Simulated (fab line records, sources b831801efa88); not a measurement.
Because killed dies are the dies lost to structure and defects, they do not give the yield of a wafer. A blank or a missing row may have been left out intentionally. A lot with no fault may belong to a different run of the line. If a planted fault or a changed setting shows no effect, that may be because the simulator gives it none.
Struck lot and sound lot, side by side :: flow sky130 :: 13 out of 708 route steps
Sound: the wafers L782.3, L782.4, L782.5. Wafers struck: L774.1, L774.4, L774.5. The cause is given at the end.
For every step that has rows: the tool of each side, followed by ch and its chambers, followed by its first start. Under that, the readings that differ: sound wafers :: struck wafers :: difference of the means :: sigmas: that difference in standard deviations of wafers without a fault.
alike: readings whose means differ by less than 2 such deviations, and words and numbers that are the same on both sides. not compared: withheld readings, readings that some wafer has no value for, bounds like >300 that may hide the same value, and numbers for which the record gives no deviation and whose values overlap.
Wherever a step has rows on one side only, a row that says differs or no value, or a row with sigmas, the two part there. Numbers that have no deviation but don't overlap get no sigmas and don't part them. Lack of a reading on every wafer of one side parts them only where that side has two or more wafers.

first, 5 steps without rows for these wafers: SKY_FIELD_ISO_WET_ETCH_18 (etches Si3N4 in H3PO4, target depth 25 nm, time 286 s); SKY_FIELD_ISO_CLEAN_19 (cleans in SC1/SC2, time 150 s); SKY_FIELD_ISO_CLEAN_20 (cleans in dHF, time 20 s); SKY_FIELD_ISO_WET_ETCH_21 (etches SiO2 in dHF, target depth 20 nm, time 400 s); SKY_FIELD_ISO_OXIDATION_22 (stabilise 600 s, purge 300 s, target thk 10 nm).
SKY_FIELD_ISO_THK_MEAS_23:
  sound on film-metro-01, day 6 04:47; struck on film-metro-03, day 4 15:12
  alike: FIELD_ISO_OXIDATION_01_THK
then, 1 step without rows for these wafers: SKY_FIELD_ISO_CVD_24 (deposits SiO2, target thk 595 nm, time 99.2 s).
SKY_FIELD_ISO_THK_MEAS_25:
  sound on film-metro-03, day 6 04:55; struck on film-metro-01, day 4 15:20
  alike: FIELD_ISO_CVD_24_THK
then, 1 step without rows for these wafers: SKY_FIELD_ISO_ANNEAL_26 (time 1800 s).
SKY_FIELD_ISO_CMP_27: polishes, stops on Si3N4, t overpolish 16 s, target thk 457.8 nm.
  sound on cmp-01 ch 1,2,3, day 6 06:28; struck on cmp-01 ch 0,1,2, day 4 17:19
  alike: head-pressure-psi, motor-current-A, overpolish-run-s, slurry-filter-dp-kPa, time-to-endpoint-s
then, 2 steps without rows for these wafers: SKY_FIELD_ISO_WET_ETCH_28 (etches SiO2 in dHF, target depth 23.7 nm, time 47 s); SKY_FIELD_ISO_WET_ETCH_29 (etches Si3N4 in H3PO4, target depth 160 nm, time 1825 s).
SKY_FIELD_ISO_WET_ETCH_30: etches SiO2 in dHF, target depth 25 nm, time 50 s.
  sound on wet-bench-03 ch 3, day 6 07:17; struck on wet-bench-03 ch 3, day 4 18:10
  no value came back on the struck wafers for bath-heat-duty-pct (%), run-length-s (s); on the sound wafers bath-heat-duty-pct (%) reads 5.9 6.3 5.4
reading: model.SiO2_of_FIELD_ISO_CVD_24.thk-nm (nm)
sound: 405.7 403.4 404.2
struck: 433.6 432.5 433.3
difference: +28.7
sigmas: 

reading: model.SiO2_of_FIELD_ISO_OXIDATION_01.thk-nm (nm)
sound: 0 0 0
struck: 11.6 11.69 11.5
difference: +11.6
sigmas: 

== WHERE THEY PART ==
SKY_FIELD_ISO_WET_ETCH_30 only, going by this record.

WHY: what had been put in by the simulator
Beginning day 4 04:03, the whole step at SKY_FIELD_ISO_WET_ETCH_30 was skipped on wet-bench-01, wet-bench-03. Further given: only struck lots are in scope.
